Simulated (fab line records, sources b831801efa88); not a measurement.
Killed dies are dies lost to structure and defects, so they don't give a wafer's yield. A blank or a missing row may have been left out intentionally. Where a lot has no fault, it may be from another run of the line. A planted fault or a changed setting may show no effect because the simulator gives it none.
fab line records || flow sky130
[record] {"lots": 14, "wafers": 42, "last_day": 50}
route steps=708 shown FIELD_ISO@2 NWELL@32
lots untouched by any fault: they come from a run of this same line in which no faults occurred
start_h: the number of hours between the record's first day and the start of the first shown wafer of the lot || wait_h: hours from the lot's prior step to this one || " as in the row above || L1.1+2: one row covering several wafers at once || - either no value or no given start || * or withheld: withheld || < > ~ a bound
route shown NAME@n: a module of which the file shows steps, and the number in the route of the first || usual: mean and standard deviation over wafers with no fault || same: alike in all rows || chamber/n: place in a boat || sites: per-site readings || _std_site: their standard deviation || _edge_site: inner sites' mean taken away from outer sites' mean || radius_mm: for every site, how far away it sits from the centre of the wafer || mask NAME#n: copy n || behind: the most recent tool/chamber to have shaped the wafer || hold: why the lot was held/for how many hours/how that ended || device: which transistor (n, p or np) failed to switch || end of line: at the end of the route, the tests of the same wafers || where a step has no rows: the recipe by itself || killed: dies lost to structure and defects at the first sort, not the wafer's yield || map: shows each die of a wafer: x if killed, . if not, _ if none is there
set.NAME: the setting as run; set.NAME@STEP: as run at that earlier step || model.NAME: the simulator's own value behind a step, which no gauge read
steps of the route over a sample of lots; a table a step, a row a wafer
services: when a tool's chamber went out of use (start_h, in hours from the record's first day, below 0 if earlier), for how many hours, and the reason
[[steps]]
[step SKY_FIELD_ISO_OXIDATION_01]
[recipe] {"temp_c": 900, "ambient": "O2", "stabilise_s": 600, "purge_s": 300, "target_thk_a": 120, "ox_time_s": 1843}
[usual] {"ox_temp_c": "900.0/0.4", "ox_temp_c_max": "903.7/0.79", "zone_power_lower_pct": "17.6/1.3"}
{"lot.wafer": "L896.2", "tool": "furnace-01", "chamber": 0, "start_h": 10.12, "wait_h": 0.1, "ox_temp_c": 900.6, "ox_temp_c_max": 904.2, "zone_power_lower_pct": 18.8}
{"lot.wafer": "L896.5", "tool": "furnace-01", "chamber": 0, "start_h": 10.12, "wait_h": 0.1, "ox_temp_c": 900.4, "ox_temp_c_max": 903.3, "zone_power_lower_pct": 18.7}
{"lot.wafer": "L896.6", "tool": "furnace-01", "chamber": 0, "start_h": 10.12, "wait_h": 0.1, "ox_temp_c": 900.2, "ox_temp_c_max": 903.4, "zone_power_lower_pct": 18.6}
{"lot.wafer": "L898.3", "tool": "furnace-01", "chamber": 0, "start_h": 20.12, "wait_h": 0.1, "ox_temp_c": 901.3, "ox_temp_c_max": 905.1, "zone_power_lower_pct": 18.8}
{"lot.wafer": "L898.4", "tool": "furnace-01", "chamber": 0, "start_h": 20.12, "wait_h": 0.1, "ox_temp_c": 900.2, "ox_temp_c_max": 904.3, "zone_power_lower_pct": 18.7}
{"lot.wafer": "L898.5", "tool": "furnace-01", "chamber": 0, "start_h": 20.12, "wait_h": 0.1, "ox_temp_c": 900.5, "ox_temp_c_max": 904.6, "zone_power_lower_pct": 18.6}
{"lot.wafer": "L902.3", "tool": "furnace-01", "chamber": 0, "start_h": 40.12, "wait_h": 0.1, "ox_temp_c": 900.5, "ox_temp_c_max": 905.0, "zone_power_lower_pct": 19.1}
{"lot.wafer": "L902.4", "tool": "furnace-01", "chamber": 0, "start_h": 40.12, "wait_h": 0.1, "ox_temp_c": 900.0, "ox_temp_c_max": 905.3, "zone_power_lower_pct": 18.6}
{"lot.wafer": "L902.6", "tool": "furnace-01", "chamber": 0, "start_h": 40.12, "wait_h": 0.1, "ox_temp_c": 900.2, "ox_temp_c_max": 904.2, "zone_power_lower_pct": 18.5}
{"lot.wafer": "L904.1", "tool": "furnace-01", "chamber": 0, "start_h": 50.28, "wait_h": 0.3, "ox_temp_c": 899.5, "ox_temp_c_max": 904.7, "zone_power_lower_pct": 18.8}
{"lot.wafer": "L904.3", "tool": "furnace-01", "chamber": 0, "start_h": 50.28, "wait_h": 0.3, "ox_temp_c": 899.4, "ox_temp_c_max": 902.3, "zone_power_lower_pct": 18.7}
{"lot.wafer": "L904.6", "tool": "furnace-01", "chamber": 0, "start_h": 50.28, "wait_h": 0.3, "ox_temp_c": 899.6, "ox_temp_c_max": 904.1, "zone_power_lower_pct": 19.0}
{"lot.wafer": "L905.1", "tool": "furnace-01", "chamber": 0, "start_h": 55.66, "wait_h": 0.6, "ox_temp_c": 899.3, "ox_temp_c_max": 904.2, "zone_power_lower_pct": 18.6}
{"lot.wafer": "L905.2", "tool": "furnace-01", "chamber": 0, "start_h": 55.66, "wait_h": 0.6, "ox_temp_c": 900.2, "ox_temp_c_max": 904.4, "zone_power_lower_pct": 18.8}
{"lot.wafer": "L905.3", "tool": "furnace-01", "chamber": 0, "start_h": 55.66, "wait_h": 0.6, "ox_temp_c": 899.2, "ox_temp_c_max": 902.8, "zone_power_lower_pct": 18.9}
{"lot.wafer": "L909.3", "tool": "furnace-01", "chamber": 0, "start_h": 75.12, "wait_h": 0.1, "ox_temp_c": 899.5, "ox_temp_c_max": 903.6, "zone_power_lower_pct": 18.8}
{"lot.wafer": "L909.4", "tool": "furnace-01", "chamber": 0, "start_h": 75.12, "wait_h": 0.1, "ox_temp_c": 900.4, "ox_temp_c_max": 903.1, "zone_power_lower_pct": 18.3}
{"lot.wafer": "L909.6", "tool": "furnace-01", "chamber": 0, "start_h": 75.12, "wait_h": 0.1, "ox_temp_c": 900.3, "ox_temp_c_max": 903.9, "zone_power_lower_pct": 18.5}
{"lot.wafer": "L910.2", "tool": "furnace-01", "chamber": "-", "start_h": 80.12, "wait_h": 0.1, "ox_temp_c": "-", "ox_temp_c_max": "-", "zone_power_lower_pct": "-"}
{"lot.wafer": "L910.3", "tool": "furnace-01", "chamber": "-", "start_h": 80.12, "wait_h": 0.1, "ox_temp_c": "-", "ox_temp_c_max": "-", "zone_power_lower_pct": "-"}
{"lot.wafer": "L910.4", "tool": "furnace-01", "chamber": "-", "start_h": 80.12, "wait_h": 0.1, "ox_temp_c": "-", "ox_temp_c_max": "-", "zone_power_lower_pct": "-"}
{"lot.wafer": "L911.1", "tool": "furnace-02", "chamber": "-", "start_h": 87.77, "wait_h": 2.7, "ox_temp_c": "-", "ox_temp_c_max": "-", "zone_power_lower_pct": "-"}
{"lot.wafer": "L911.4", "tool": "furnace-02", "chamber": "-", "start_h": 87.77, "wait_h": 2.7, "ox_temp_c": "-", "ox_temp_c_max": "-", "zone_power_lower_pct": "-"}
{"lot.wafer": "L911.5", "tool": "furnace-02", "chamber": "-", "start_h": 87.77, "wait_h": 2.7, "ox_temp_c": "-", "ox_temp_c_max": "-", "zone_power_lower_pct": "-"}
{"lot.wafer": "L914.1", "tool": "furnace-01", "chamber": 0, "start_h": 100.12, "wait_h": 0.1, "ox_temp_c": 899.6, "ox_temp_c_max": 903.0, "zone_power_lower_pct": 18.9}
{"lot.wafer": "L914.2", "tool": "furnace-01", "chamber": 0, "start_h": 100.12, "wait_h": 0.1, "ox_temp_c": 900.1, "ox_temp_c_max": 904.8, "zone_power_lower_pct": 18.9}
{"lot.wafer": "L914.4", "tool": "furnace-01", "chamber": 0, "start_h": 100.12, "wait_h": 0.1, "ox_temp_c": 900.1, "ox_temp_c_max": 903.4, "zone_power_lower_pct": 18.7}
{"lot.wafer": "L915.1", "tool": "furnace-02", "chamber": 0, "start_h": 107.48, "wait_h": 2.5, "ox_temp_c": 900.0, "ox_temp_c_max": 903.6, "zone_power_lower_pct": 15.9}
{"lot.wafer": "L915.3", "tool": "furnace-02", "chamber": 0, "start_h": 107.48, "wait_h": 2.5, "ox_temp_c": 900.1, "ox_temp_c_max": 903.2, "zone_power_lower_pct": 16.6}
{"lot.wafer": "L915.6", "tool": "furnace-02", "chamber": 0, "start_h": 107.48, "wait_h": 2.5, "ox_temp_c": 900.2, "ox_temp_c_max": 902.7, "zone_power_lower_pct": 16.2}
{"lot.wafer": "L916.2", "tool": "furnace-01", "chamber": 0, "start_h": 114.61, "wait_h": 4.6, "ox_temp_c": 899.8, "ox_temp_c_max": 903.5, "zone_power_lower_pct": 18.5}
{"lot.wafer": "L916.3", "tool": "furnace-01", "chamber": 0, "start_h": 114.61, "wait_h": 4.6, "ox_temp_c": 899.9, "ox_temp_c_max": 903.9, "zone_power_lower_pct": 18.8}
{"lot.wafer": "L916.4", "tool": "furnace-01", "chamber": 0, "start_h": 114.61, "wait_h": 4.6, "ox_temp_c": 899.4, "ox_temp_c_max": 903.7, "zone_power_lower_pct": 18.9}
{"lot.wafer": "L917.1", "tool": "furnace-02", "chamber": 0, "start_h": 117.41, "wait_h": 2.4, "ox_temp_c": 899.5, "ox_temp_c_max": 901.9, "zone_power_lower_pct": 16.6}
{"lot.wafer": "L917.3", "tool": "furnace-02", "chamber": 0, "start_h": 117.41, "wait_h": 2.4, "ox_temp_c": 899.9, "ox_temp_c_max": 902.4, "zone_power_lower_pct": 16.5}
{"lot.wafer": "L917.6", "tool": "furnace-02", "chamber": 0, "start_h": 117.41, "wait_h": 2.4, "ox_temp_c": 899.5, "ox_temp_c_max": 903.1, "zone_power_lower_pct": 16.3}
{"lot.wafer": "L918.3", "tool": "furnace-02", "chamber": 0, "start_h": 120.12, "wait_h": 0.1, "ox_temp_c": 900.8, "ox_temp_c_max": 903.9, "zone_power_lower_pct": 16.3}
{"lot.wafer": "L918.5", "tool": "furnace-02", "chamber": 0, "start_h": 120.12, "wait_h": 0.1, "ox_temp_c": 900.1, "ox_temp_c_max": 903.8, "zone_power_lower_pct": 16.3}
{"lot.wafer": "L918.6", "tool": "furnace-02", "chamber": 0, "start_h": 120.12, "wait_h": 0.1, "ox_temp_c": 899.5, "ox_temp_c_max": 904.0, "zone_power_lower_pct": 16.1}
{"lot.wafer": "L919.1", "tool": "furnace-01", "chamber": 0, "start_h": 126.72, "wait_h": 1.7, "ox_temp_c": 900.0, "ox_temp_c_max": 903.9, "zone_power_lower_pct": 18.6}
{"lot.wafer": "L919.4", "tool": "furnace-01", "chamber": 0, "start_h": 126.72, "wait_h": 1.7, "ox_temp_c": 900.7, "ox_temp_c_max": 903.8, "zone_power_lower_pct": 18.6}
{"lot.wafer": "L919.6", "tool": "furnace-01", "chamber": 0, "start_h": 126.72, "wait_h": 1.7, "ox_temp_c": 899.9, "ox_temp_c_max": 903.9, "zone_power_lower_pct": 19.0}
[step SKY_NWELL_CLEAN_00]
[recipe] {"chemistry": "SC1/SC2", "mix": "1:4:20", "temp_c": 70, "time_s": 150, "dry": "n2_spin"}
[usual] {"bath_guard_temp_C": "70.1/0.48", "bath_heat_duty_pct": "13.8/1.2"}
{"lot.wafer": "L896.2", "tool": "wet_bench-02", "chamber": 3, "start_h": 38.49, "wait_h": 0.0, "bath_guard_temp_C": 70.6, "bath_heat_duty_pct": 15.4}
{"lot.wafer": "L896.5", "tool": "wet_bench-02", "chamber": 3, "start_h": 38.49, "wait_h": 0.0, "bath_guard_temp_C": 70.9, "bath_heat_duty_pct": 15.6}
{"lot.wafer": "L896.6", "tool": "wet_bench-02", "chamber": 3, "start_h": 38.49, "wait_h": 0.0, "bath_guard_temp_C": 71.0, "bath_heat_duty_pct": 14.0}
{"lot.wafer": "L898.3", "tool": "wet_bench-02", "chamber": 3, "start_h": 44.30, "wait_h": 0.0, "bath_guard_temp_C": 70.9, "bath_heat_duty_pct": 14.1}
{"lot.wafer": "L898.4", "tool": "wet_bench-02", "chamber": 3, "start_h": 44.30, "wait_h": 0.0, "bath_guard_temp_C": 70.8, "bath_heat_duty_pct": 14.7}
{"lot.wafer": "L898.5", "tool": "wet_bench-02", "chamber": 3, "start_h": 44.30, "wait_h": 0.0, "bath_guard_temp_C": 71.1, "bath_heat_duty_pct": 14.6}
{"lot.wafer": "L902.3", "tool": "wet_bench-04", "chamber": 0, "start_h": 70.18, "wait_h": 0.0, "bath_guard_temp_C": 69.6, "bath_heat_duty_pct": 12.6}
{"lot.wafer": "L902.4", "tool": "wet_bench-04", "chamber": 0, "start_h": 70.18, "wait_h": 0.0, "bath_guard_temp_C": 69.3, "bath_heat_duty_pct": 12.7}
{"lot.wafer": "L902.6", "tool": "wet_bench-04", "chamber": 0, "start_h": 70.18, "wait_h": 0.0, "bath_guard_temp_C": 69.7, "bath_heat_duty_pct": 12.9}
{"lot.wafer": "L904.1", "tool": "wet_bench-04", "chamber": 2, "start_h": 77.37, "wait_h": 0.0, "bath_guard_temp_C": 69.8, "bath_heat_duty_pct": 14.2}
{"lot.wafer": "L904.3", "tool": "wet_bench-04", "chamber": 2, "start_h": 77.37, "wait_h": 0.0, "bath_guard_temp_C": 69.6, "bath_heat_duty_pct": 14.8}
{"lot.wafer": "L904.6", "tool": "wet_bench-04", "chamber": 2, "start_h": 77.37, "wait_h": 0.0, "bath_guard_temp_C": 69.4, "bath_heat_duty_pct": 14.3}
{"lot.wafer": "L905.1", "tool": "wet_bench-04", "chamber": 3, "start_h": 80.86, "wait_h": 0.0, "bath_guard_temp_C": 71.0, "bath_heat_duty_pct": 12.7}
{"lot.wafer": "L905.2", "tool": "wet_bench-04", "chamber": 3, "start_h": 80.86, "wait_h": 0.0, "bath_guard_temp_C": 70.4, "bath_heat_duty_pct": 13.4}
{"lot.wafer": "L905.3", "tool": "wet_bench-04", "chamber": 3, "start_h": 80.86, "wait_h": 0.0, "bath_guard_temp_C": 70.4, "bath_heat_duty_pct": 12.3}
{"lot.wafer": "L909.3", "tool": "wet_bench-01", "chamber": 1, "start_h": 100.53, "wait_h": 0.0, "bath_guard_temp_C": 69.4, "bath_heat_duty_pct": 13.3}
{"lot.wafer": "L909.4", "tool": "wet_bench-01", "chamber": 1, "start_h": 100.53, "wait_h": 0.0, "bath_guard_temp_C": 69.7, "bath_heat_duty_pct": 12.3}
{"lot.wafer": "L909.6", "tool": "wet_bench-01", "chamber": 1, "start_h": 100.53, "wait_h": 0.0, "bath_guard_temp_C": 69.8, "bath_heat_duty_pct": 12.5}
{"lot.wafer": "L914.1", "tool": "wet_bench-04", "chamber": 1, "start_h": 128.18, "wait_h": 0.0, "bath_guard_temp_C": 70.1, "bath_heat_duty_pct": 13.4}
{"lot.wafer": "L914.2", "tool": "wet_bench-04", "chamber": 1, "start_h": 128.18, "wait_h": 0.0, "bath_guard_temp_C": 70.0, "bath_heat_duty_pct": 14.9}
{"lot.wafer": "L914.4", "tool": "wet_bench-04", "chamber": 1, "start_h": 128.18, "wait_h": 0.0, "bath_guard_temp_C": 70.0, "bath_heat_duty_pct": 14.4}
{"lot.wafer": "L915.1", "tool": "wet_bench-01", "chamber": 2, "start_h": 133.99, "wait_h": 0.0, "bath_guard_temp_C": 69.8, "bath_heat_duty_pct": 12.1}
{"lot.wafer": "L915.3", "tool": "wet_bench-01", "chamber": 2, "start_h": 133.99, "wait_h": 0.0, "bath_guard_temp_C": 69.5, "bath_heat_duty_pct": 12.7}
{"lot.wafer": "L915.6", "tool": "wet_bench-01", "chamber": 2, "start_h": 133.99, "wait_h": 0.0, "bath_guard_temp_C": 70.2, "bath_heat_duty_pct": 11.3}
{"lot.wafer": "L916.2", "tool": "wet_bench-01", "chamber": 0, "start_h": 143.37, "wait_h": 0.0, "bath_guard_temp_C": 69.7, "bath_heat_duty_pct": 12.8}
{"lot.wafer": "L916.3", "tool": "wet_bench-01", "chamber": 0, "start_h": 143.37, "wait_h": 0.0, "bath_guard_temp_C": 69.8, "bath_heat_duty_pct": 15.4}
{"lot.wafer": "L916.4", "tool": "wet_bench-01", "chamber": 0, "start_h": 143.37, "wait_h": 0.0, "bath_guard_temp_C": 70.0, "bath_heat_duty_pct": 15.4}
{"lot.wafer": "L917.1", "tool": "wet_bench-04", "chamber": 3, "start_h": 147.24, "wait_h": 0.0, "bath_guard_temp_C": 70.8, "bath_heat_duty_pct": 12.5}
{"lot.wafer": "L917.3", "tool": "wet_bench-04", "chamber": 3, "start_h": 147.24, "wait_h": 0.0, "bath_guard_temp_C": 70.7, "bath_heat_duty_pct": 13.7}
{"lot.wafer": "L917.6", "tool": "wet_bench-04", "chamber": 3, "start_h": 147.24, "wait_h": 0.0, "bath_guard_temp_C": 70.8, "bath_heat_duty_pct": 14.1}
{"lot.wafer": "L918.3", "tool": "wet_bench-04", "chamber": 3, "start_h": 148.74, "wait_h": 0.0, "bath_guard_temp_C": 70.6, "bath_heat_duty_pct": 12.4}
{"lot.wafer": "L918.5", "tool": "wet_bench-04", "chamber": 3, "start_h": 148.74, "wait_h": 0.0, "bath_guard_temp_C": 70.4, "bath_heat_duty_pct": 12.0}
{"lot.wafer": "L918.6", "tool": "wet_bench-04", "chamber": 3, "start_h": 148.74, "wait_h": 0.0, "bath_guard_temp_C": 70.8, "bath_heat_duty_pct": 12.4}
{"lot.wafer": "L919.1", "tool": "wet_bench-04", "chamber": 1, "start_h": 157.05, "wait_h": 0.0, "bath_guard_temp_C": 70.0, "bath_heat_duty_pct": 15.2}
{"lot.wafer": "L919.4", "tool": "wet_bench-04", "chamber": 1, "start_h": 157.05, "wait_h": 0.0, "bath_guard_temp_C": 70.4, "bath_heat_duty_pct": 13.9}
{"lot.wafer": "L919.6", "tool": "wet_bench-04", "chamber": 1, "start_h": 157.05, "wait_h": 0.0, "bath_guard_temp_C": 70.5, "bath_heat_duty_pct": 14.8}
[[services]]
{"tool": "furnace-02", "chamber": "-", "start_h": 21.60, "hours": 3.7, "kind": "pm"}
{"tool": "wet_bench-01", "chamber": "-", "start_h": 42.73, "hours": 4.4, "kind": "pm"}
{"tool": "furnace-01", "chamber": "-", "start_h": 83.04, "hours": 4.6, "kind": "pm"}
{"tool": "wet_bench-02", "chamber": "-", "start_h": 88.25, "hours": 9.2, "kind": "repair"}
{"tool": "furnace-01", "chamber": "-", "start_h": 104.34, "hours": 4.9, "kind": "pm"}
{"tool": "furnace-01", "chamber": "-", "start_h": 111.97, "hours": 2.6, "kind": "pm"}
{"tool": "wet_bench-02", "chamber": "-", "start_h": 125.53, "hours": 78.1, "kind": "pm"}
{"tool": "wet_bench-04", "chamber": "-", "start_h": 128.24, "hours": 4.4, "kind": "pm"}
[[key]]
[first_sign] {"step": "SKY_FIELD_ISO_OXIDATION_01", "reading": "tool_record", "direction": "missing"}
[effect] {"step": "SKY_NWELL_CLEAN_00", "reading": "visit", "direction": "missing"}
met_at SKY_FIELD_ISO_OXIDATION_01
struck_lots L910,L911
later_rows_left_out L910.2,L910.3,L910.4,L911.1,L911.4,L911.5
sort_left_out L910.2,L910.3,L910.4,L911.1,L911.4,L911.5
tester_left_out L910,L911
onset_between 75.12 80.12
[fault] {"kind": "skipped_step_whole", "tool": "furnace-01,furnace-02", "chamber": "-", "onset_h": 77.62, "steps": "SKY_FIELD_ISO_OXIDATION_01", "scope": "struck_lots_only"}
// tester_left_out: of these lots the tester's yield and bins aren't shown, on N5 and GAA mostly nor the transistor test; their killed dies are dies lost to structure and defects alone, not to doping, threshold or leakage, so they don't give the yield
// sort_left_out: the simulated sort isn't trusted on such a fault, so these wafers' sort isn't shown, and their yield isn't known
// later_rows_left_out: the simulator's readings of these wafers behind a module that went badly wrong aren't trusted and aren't shown, but for the sort
